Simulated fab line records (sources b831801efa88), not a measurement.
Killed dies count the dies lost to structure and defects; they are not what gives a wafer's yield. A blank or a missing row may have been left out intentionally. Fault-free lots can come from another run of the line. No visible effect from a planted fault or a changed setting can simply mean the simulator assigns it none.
2 desks looking at one fault :: flow gf180mcu :: numbers are kept per desk, each desk with only its own; the story behind them comes last

== FROM THE METROLOGY DESK ==
What the gauges read, lot by lot, whatever tool the lot ran on: means of the sampled wafers that have a number. A lot is out of limits, marked OUT, if its mean lies more than 4 standard deviations from the usual mean; the brackets give that distance.
Columns: A = V2_W_RS at GF_V2_RS_MEAS_24, usual 0.328 ohm/sq; B = M4_OVL at GF_M4_OVL_MEAS_15, usual 3 nm; C = PASSIVATION_CVD_02_THK at GF_PASSIVATION_THK_MEAS_03, usual 698 nm
lot: L317
first seen here: day 20 09:01
A: 0.328
B: 0
C: 700

lot: L319
first seen here: day 21 02:38
A: 0.330
B: 1
C: 695

lot: L320
first seen here: day 21 16:55
A: 0.332
B: 3
C: 698

lot: L321
first seen here: day 22 04:57
A: 0.331
B: -5
C: 695

lot: L326
first seen here: day 23 14:18
A: 0.325
B: 13
C: 706

lot: L328
first seen here: day 24 12:25
A: 0.328
B: 11
C: 979 (+32) OUT

lot: L329
first seen here: day 24 18:30
A: 0.329
B: 3
C: 989 (+33) OUT

lot: L330
first seen here: day 24 23:35
A: 0.322
B: 3
C: 698

lot: L331
first seen here: day 25 10:40
A: 0.324
B: 0
C: 698

lot: L332
first seen here: day 25 14:53
A: 0.328
B: 11
C: 702

lot: L336
first seen here: day 27 04:45
A: 0.328
B: 8
C: 704

lot: L337
first seen here: day 27 07:05
A: 0.327
B: 3
C: 699

lot: L338
first seen here: day 27 09:30
A: 0.330
B: 8
C: 694

lot: L339
first seen here: day 27 18:46
A: 0.327
B: 2
C: 694
This desk's finding: out of limits on L328, L329; first on L328, day 31 13:35 (PASSIVATION_CVD_02_THK at GF_PASSIVATION_THK_MEAS_03). L317, L319, L320, L321, L326, L330, L331, L332, L336, L337, L338, L339 stayed within limits.

== FOR THE TOOL OWNER'S DESK: pecvd-03 ==
The tool's own readings at GF_PASSIVATION_CVD_02 (deposits Si3N4, target thk 700 nm, time 486.18 s): means of the sampled wafers that have a number, for each lot that ran on this tool. A lot is out of limits, marked OUT, if its mean lies more than 4 standard deviations from the usual mean; the brackets give that distance.
Columns: A = heater_power_w at GF_PASSIVATION_CVD_02, usual 687 W
lot: L320
first seen here: day 29 06:35
A: 669

lot: L328
first seen here: day 31 13:17
A: 671

lot: L329
first seen here: day 31 17:46
A: 628
This desk found nothing out of limits on any of the 3 lots.

== ALL TOGETHER ==
The metrology desk could have raised an alarm at day 31 13:35, on L328, L329.
Nothing out of limits was seen by the tool owner's desk.
The tool owner's desk has L328, L329 on record, within its limits.
All the named lots went through GF_PASSIVATION_CVD_02 on pecvd-03.

== WHAT THE SIMULATOR HAD PUT IN ==
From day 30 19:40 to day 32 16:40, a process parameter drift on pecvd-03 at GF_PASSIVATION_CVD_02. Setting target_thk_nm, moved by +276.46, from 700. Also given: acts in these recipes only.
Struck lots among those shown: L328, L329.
Hours from the fault's start to each desk's first reading out of limits: the metrology desk, 18.
